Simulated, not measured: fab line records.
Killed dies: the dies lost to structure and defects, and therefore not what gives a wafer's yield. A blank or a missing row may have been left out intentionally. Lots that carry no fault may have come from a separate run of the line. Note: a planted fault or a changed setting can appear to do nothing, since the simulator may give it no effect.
What tool caused it? | flow gf180mcu | 15 lots with 45 wafers sampled at 2 steps, on a route of 602 steps

## WHAT THE GAUGES READ, wafer by wafer
GF_DNWELL_TW_MEAS_09. Usual: DNWELL_TW typically reads 1356, with standard deviation 7.1.
lot  | measured    | on            | DNWELL_TW      | flag
L278 | day 2 19:01 | film metro-02 | 1361 1369 1366 |
L279 | day 2 23:56 | film metro-04 | 1362 1368 1364 |
L284 | day 4 02:11 | film metro-01 | 1363 1365 1359 |
L285 | day 4 08:53 | film metro-02 | 1346 1348 1347 |
L286 | day 4 18:40 | film metro-02 | 1356 1364 1362 |
L292 | day 6 04:20 | film metro-01 | 31 30 31       | OFF
L294 | day 6 12:07 | film metro-02 | 31 31 31       | OFF
L293 | day 6 13:43 | film metro-01 | 31 31 31       | OFF
L295 | day 7 01:56 | film metro-02 | 1370 1368 1358 |
L296 | day 7 02:04 | film metro-01 | 1349 1349 1353 |
L297 | day 7 09:07 | film metro-04 | 1357 1351 1358 |
L298 | day 7 09:38 | film metro-01 | 1355 1355 1362 |
L300 | day 7 16:23 | film metro-04 | 1368 1357 1366 |
L299 | day 7 16:59 | film metro-02 | 1363 1358 1360 |
L301 | day 8 04:16 | film metro-02 | 1365 1356 1359 |

## EACH LOT AND THE TOOL THAT RAN IT (in order: tool; ch and the chambers of the sampled wafers; start)
lot  | GF_DNWELL_EXPOSE_04
L278 | iline stepper-01 ch 0, day 2 12:46
L279 | iline stepper-01 ch 0, day 2 17:53
L284 | iline stepper-02 ch 0, day 3 20:22
L285 | iline stepper-02 ch 0, day 4 02:35
L286 | iline stepper-02 ch 0, day 4 12:31
L292 | iline stepper-02, day 5 21:39
L294 | iline stepper-02, day 6 05:58
L293 | iline stepper-01, day 6 06:40
L295 | iline stepper-02 ch 0, day 6 18:43
L296 | iline stepper-01 ch 0, day 6 18:57
L297 | iline stepper-01 ch 0, day 7 01:08
L298 | iline stepper-01 ch 0, day 7 01:20
L300 | iline stepper-01 ch 0, day 7 09:02
L299 | iline stepper-02 ch 0, day 7 09:19
L301 | iline stepper-02 ch 0, day 7 20:19
- GF_DNWELL_EXPOSE_04: exposes mask DNWELL, target cd 1700 nm.

## AS READ BY THE TOOLS THEMSELVES (means over the sampled wafers that have a number; for cases with no such wafer, the mark the record gives instead)
GF_DNWELL_EXPOSE_04. Usual: exposure dose mJ cm2 260.06, standard deviation 0.26; focus offset nm 0.1 nm, standard deviation 0.52.
lot  | tool             | exposure dose mJ cm2 | focus offset nm (nm) | flag
L278 | iline stepper-01 | 260.01               | -0.3                 |
L279 | iline stepper-01 | 259.77               | -0.0                 |
L284 | iline stepper-02 | 260.20               | -0.7                 |
L285 | iline stepper-02 | 259.99               | 0.2                  |
L286 | iline stepper-02 | 260.18               | 0.4                  |
L292 | iline stepper-02 | -                    | -                    | OFF
L294 | iline stepper-02 | -                    | -                    | OFF
L293 | iline stepper-01 | -                    | -                    | OFF
L295 | iline stepper-02 | 260.21               | 0.3                  |
L296 | iline stepper-01 | 260.08               | -0.5                 |
L297 | iline stepper-01 | 259.98               | 0.4                  |
L298 | iline stepper-01 | 259.77               | -0.5                 |
L300 | iline stepper-01 | 260.34               | -0.7                 |
L299 | iline stepper-02 | 260.15               | -0.2                 |
L301 | iline stepper-02 | 259.71               | 0.1                  |

## THE ANSWER, worked out from the rows above alone
Rule: take the mean of a lot's wafers that have a number; if it is more than 3 standard deviations from the usual mean, the lot is off. Also off: a lot with no number at a reading for which 4 or more lots have one. Any other lot the step has rows for is counted as sound. After the gauges, taken in route order, come the tools' own readings; for these a lot's mean is taken, as printed above. At the first step where some lot is off, the reading lying furthest off is the one used; lots without a number count as furthest.
Off: L292, L294, L293, at GF_DNWELL_TW_MEAS_09 (DNWELL_TW).
If a tool, at a process step before that reading, ran all the lots that are off and no sound lot after the first of them, it fits. The gauges at GF_DNWELL_TW_MEAS_09 aren't tried: what is off there is off at GF_DNWELL_EXPOSE_04 too, on other tools, and a gauge's error can't cause that. Not one of the candidates tried fits.

## WHAT THE SIMULATOR HAD INSERTED
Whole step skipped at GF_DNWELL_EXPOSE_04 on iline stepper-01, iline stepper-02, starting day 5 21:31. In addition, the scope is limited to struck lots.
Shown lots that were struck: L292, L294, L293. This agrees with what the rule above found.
